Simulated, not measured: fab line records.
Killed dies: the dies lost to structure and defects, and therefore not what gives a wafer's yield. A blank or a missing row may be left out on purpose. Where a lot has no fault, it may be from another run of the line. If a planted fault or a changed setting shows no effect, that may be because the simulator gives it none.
What tool caused it? ; flow sky130 ; Sampling: 13 lots, 39 wafers, 4 of 708 route steps

## WHAT EACH GAUGE READ, for each wafer
No reading from a measuring or inspecting step in the record can be judged against a usual standard deviation.

## WHICH TOOL RAN EACH LOT (tool, then ch and the chambers of the sampled wafers, then the start)
lot;SKY_VIA3_CMP_02;SKY_CAP2M_SPUTTER_02;SKY_METAL4_STRIP_19;SKY_VIA4_CMP_21
L851;cmp-01 ch 1,3, day 38 20:22;pvd_sputter-01, day 39 22:50;plasma_asher-04 ch 0,1, day 42 01:02;cmp-01 ch 1,2, day 43 01:57
L852;cmp-01 ch 0,2,3, day 38 23:24;pvd_sputter-04, day 40 01:55;plasma_asher-03 ch 0,1, day 42 04:09;cmp-02 ch 0,1, day 43 05:27
L853;cmp-01 ch 0,3, day 39 07:55;pvd_sputter-01, day 40 10:26;plasma_asher-01 ch 0,1, day 42 11:14;cmp-01 ch 0,1,2, day 43 12:07
L855;cmp-02 ch 0,1,3, day 40 00:17;pvd_sputter-01, day 41 03:38;plasma_asher-01 ch 0,1, day 43 04:19;cmp-01 ch 0,1,2, day 44 05:15
L857;cmp-01 ch 0,1,3, day 40 14:11;pvd_sputter-01, day 41 15:53;plasma_asher-04 ch 1, day 43 14:52;cmp-01 ch 1,2,3, day 44 15:51
L856;cmp-02 ch 1,2,3, day 40 18:20;pvd_sputter-01, day 41 20:10;plasma_asher-03 ch 0,1, day 43 19:40;cmp-02 ch 1,2,3, day 44 20:24
L859;cmp-01 ch 0,1,2, day 41 11:42;pvd_sputter-01, day 42 13:28;plasma_asher-01 ch 0,1, day 44 10:53;cmp-01 ch 1,2, day 45 10:23
L860;cmp-01 ch 0,1, day 41 20:59;pvd_sputter-02, day 42 22:25;plasma_asher-04 ch 0,1, day 44 20:26;cmp-01 ch 1,2,3, day 45 19:08
L862;cmp-02 ch 0,3, day 41 23:52;pvd_sputter-01, day 43 01:02;plasma_asher-03 ch 0,1, day 44 23:31;cmp-02 ch 0,3, day 45 23:05
L861;cmp-01 ch 0,2,3, day 42 01:14;pvd_sputter-01, day 43 02:29;plasma_asher-01 ch 0,1, day 45 00:38;cmp-01 ch 0,1,2, day 46 00:14
L863;cmp-02 ch 0,2,3, day 42 14:52;pvd_sputter-04, day 43 16:13;plasma_asher-03 ch 0,1, day 45 13:17;cmp-02 ch 0,2, day 46 12:05
L864;cmp-02 ch 0,1,3, day 42 22:48;pvd_sputter-04, day 43 23:45;plasma_asher-04 ch 0,1, day 45 20:07;cmp-02 ch 1,2,3, day 46 19:17
L869;cmp-01 ch 0,1, day 43 22:55;pvd_sputter-01, day 44 23:52;plasma_asher-01 ch 0,1, day 46 18:59;cmp-01 ch 1,2, day 47 16:47
- SKY_VIA3_CMP_02: polishes SiO2.
- SKY_CAP2M_SPUTTER_02: material TiN, target thk 200 nm, time 166.7 s.
- SKY_METAL4_STRIP_19: strips in O2/N2.
- SKY_VIA4_CMP_21: polishes, stops on SiO2, t overpolish 25 s, target thk 0 nm.

## WHAT THE TOOLS THEMSELVES READ (means of the sampled wafers that have a number; where no wafer has one, the mark that the record gives instead)
SKY_VIA3_CMP_02. Usual: motor_current_A 11.5 A, standard deviation 0.99; slurry_filter_dp_kPa 13.52 kPa, standard deviation 0.15.
lot;tool;motor_current_A (A);slurry_filter_dp_kPa (kPa);flag
L851;cmp-01;11.9;13.60;
L852;cmp-01;11.3;13.64;
L853;cmp-01;11.7;13.42;
L855;cmp-02;11.7;13.62;
L857;cmp-01;11.8;13.66;
L856;cmp-02;11.5;13.37;
L859;cmp-01;11.7;13.50;
L860;cmp-01;11.9;13.43;
L862;cmp-02;11.8;13.49;
L861;cmp-01;11.1;13.61;
L863;cmp-02;11.6;13.55;
L864;cmp-02;11.8;13.47;
L869;cmp-01;12.5;13.54;

SKY_CAP2M_SPUTTER_02. Usual: 30.0 % for throttle_valve_pct, sd 1.1.
lot;tool;throttle_valve_pct (%);flag
L851;pvd_sputter-01;29.2;
L852;pvd_sputter-04;30.7;
L853;pvd_sputter-01;29.4;
L855;pvd_sputter-01;29.9;
L857;pvd_sputter-01;29.7;
L856;pvd_sputter-01;29.4;
L859;pvd_sputter-01;29.2;
L860;pvd_sputter-02;30.1;
L862;pvd_sputter-01;30.0;
L861;pvd_sputter-01;29.5;
L863;pvd_sputter-04;31.4;
L864;pvd_sputter-04;31.4;
L869;pvd_sputter-01;29.7;

SKY_METAL4_STRIP_19. Usual: drypump_motor_current_A 5.9 A, standard deviation 0.43; oes_product_au 0.499 a.u., standard deviation 0.0051; strip_time_to_endpoint_s 6.47 s, standard deviation 0.083.
lot;tool;drypump_motor_current_A (A);oes_product_au (a.u.);strip_time_to_endpoint_s (s);flag
L851;plasma_asher-04;6.0;0.504;6.47;
L852;plasma_asher-03;5.4;0.494;6.48;
L853;plasma_asher-01;6.1;0.504;6.56;
L855;plasma_asher-01;6.4;0.505;6.59;
L857;plasma_asher-04;6.1;0.497;6.33;
L856;plasma_asher-03;5.5;0.497;6.37;
L859;plasma_asher-01;6.1;0.500;6.41;
L860;plasma_asher-04;5.8;0.498;6.41;
L862;plasma_asher-03;5.4;0.498;6.46;
L861;plasma_asher-01;6.4;0.500;6.45;
L863;plasma_asher-03;5.4;0.496;6.41;
L864;plasma_asher-04;5.8;0.497;6.40;
L869;plasma_asher-01;6.1;0.500;6.47;

SKY_VIA4_CMP_21. Usual: motor_current_A 10.5 A, standard deviation 0.93; overpolish_run_s 25.000 s, standard deviation 0.01; slurry_filter_dp_kPa 13.49 kPa, standard deviation 0.15; time_to_endpoint_s 120 s, standard deviation 3.5.
lot;tool;motor_current_A (A);overpolish_run_s (s);slurry_filter_dp_kPa (kPa);time_to_endpoint_s (s);flag
L851;cmp-01;10.5;25.002;13.45;118;
L852;cmp-02;10.5;24.999;13.55;121;
L853;cmp-01;11.0;25.002;13.54;120;
L855;cmp-01;11.2;25.003;13.54;124;
L857;cmp-01;10.4;25.002;13.45;122;
L856;cmp-02;10.6;25.007;13.46;120;
L859;cmp-01;10.7;24.998;13.49;119;
L860;cmp-01;10.2;25.007;13.50;122;
L862;cmp-02;10.6;25.008;13.38;123;
L861;cmp-01;10.9;24.997;13.71;124;
L863;cmp-02;9.3;25.001;13.48;118;
L864;cmp-02;10.8;16.688;13.41;142;OFF
L869;cmp-01;10.4;24.993;13.50;119;

## THE ANSWER, worked out from the rows above alone
Rule: a lot counts as off when the mean over its wafers that have a number is more than 3 standard deviations away from the usual mean. Also off: a lot with no number at a reading for which 4 or more lots have one. Where the step has rows for the other lots, those lots are counted as sound. Order of review: gauges by route order, followed by the tools' own readings, for which a lot's mean as printed above is used. The first step at which some lot is off is used, and at that step the reading that is off furthest; a lot without a number counts as furthest.
Off, at SKY_VIA4_CMP_21 on overpolish_run_s: L864.
A tool fits if, at that step or a process step before it, it ran every lot that is off, and no sound lot after the first of them. Can't be told from this: 3 tools fit, cmp-02 at SKY_VIA3_CMP_02 and SKY_VIA4_CMP_21, pvd_sputter-04 at SKY_CAP2M_SPUTTER_02, plasma_asher-04 at SKY_METAL4_STRIP_19.

## WHAT THE SIMULATOR PUT IN
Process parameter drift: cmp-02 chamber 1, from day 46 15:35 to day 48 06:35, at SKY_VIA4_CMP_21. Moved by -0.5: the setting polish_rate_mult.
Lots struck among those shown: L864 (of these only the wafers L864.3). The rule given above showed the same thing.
